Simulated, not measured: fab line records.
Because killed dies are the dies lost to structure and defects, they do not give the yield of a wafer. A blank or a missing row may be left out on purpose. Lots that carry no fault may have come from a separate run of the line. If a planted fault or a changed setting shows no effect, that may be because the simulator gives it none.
Which tool is to blame? | flow sky130 | 6 lots, 18 wafers sampled, at 3 steps of a route of 708

== WHAT THE GAUGES SHOWED, per wafer ==
SKY_VT_ADJUST_NCORE_CD_MEAS_07 targets a cd of 380 nm.
lot  | measured     | on        | cd nm (nm)
L193 | day 9 05:27  | cd sem-01 | 382.5 380.5 380.4
L199 | day 11 17:28 | cd sem-02 | 385.0 385.2 383.4
L203 | day 12 04:21 | cd sem-02 | 400.3 399.5 402.4
L206 | day 13 08:59 | cd sem-02 | 379.9 381.6 383.1
L211 | day 14 10:54 | cd sem-02 | 382.7 381.2 384.9
L214 | day 15 10:34 | cd sem-02 | 379.6 379.2 376.5

== WHAT TOOL EACH LOT RAN ON (gives the tool, then ch and the chambers of the sampled wafers, and finally the start) ==
lot  | SKY_NWELL_STRIP_25                   | SKY_VT_ADJUST_NCORE_DEVELOP_06
L193 | plasma asher-04 ch 0,1, day 5 20:39  | litho track-02 ch 0, day 9 05:18
L199 | plasma asher-02 ch 0,1, day 7 22:22  | litho track-01 ch 0, day 11 17:20
L203 | plasma asher-04 ch 0,1, day 8 08:20  | litho track-01 ch 0, day 12 04:13
L206 | plasma asher-02 ch 0,1, day 9 10:01  | litho track-04 ch 0, day 13 08:50
L211 | plasma asher-02 ch 0,1, day 10 10:20 | litho track-02 ch 0, day 14 10:45
L214 | plasma asher-02 ch 0,1, day 11 04:52 | litho track-04 ch 0, day 15 10:25
- SKY_NWELL_STRIP_25: strips in O2/N2.
- SKY_VT_ADJUST_NCORE_DEVELOP_06: develop time 60 s.

== THE ANSWER, worked out from the rows above alone ==
Rule: the lots themselves supply what counts as usual. The widest of any qualifying gaps counts: lots, ordered by their means at a reading, are off when they make up no more than a third of the lots, leave a main group of 4 or more, and stand apart from it by 3 or more times the standard deviation of that group's means. A main group whose means are all the same, to the digits that the tables above print for the reading, isn't used. A lot without any number at a reading at which 4 lots or more have one is off too. The other lots that the step has rows for count as sound.
Off at SKY_VT_ADJUST_NCORE_CD_MEAS_07 (cd nm): L203. The main group: mean 381.7 nm, standard deviation 2.
A tool fits if, at a process step before that reading, it ran every lot that is off, and no sound lot after the first of them. Those tools and the gauges at SKY_VT_ADJUST_NCORE_CD_MEAS_07 are tried in the same way. Undecided on this evidence; 2 tools fit (plasma asher-04 at SKY_NWELL_STRIP_25, litho track-01 at SKY_VT_ADJUST_NCORE_DEVELOP_06).

== WHAT THE SIMULATOR HAD PUT IN ==
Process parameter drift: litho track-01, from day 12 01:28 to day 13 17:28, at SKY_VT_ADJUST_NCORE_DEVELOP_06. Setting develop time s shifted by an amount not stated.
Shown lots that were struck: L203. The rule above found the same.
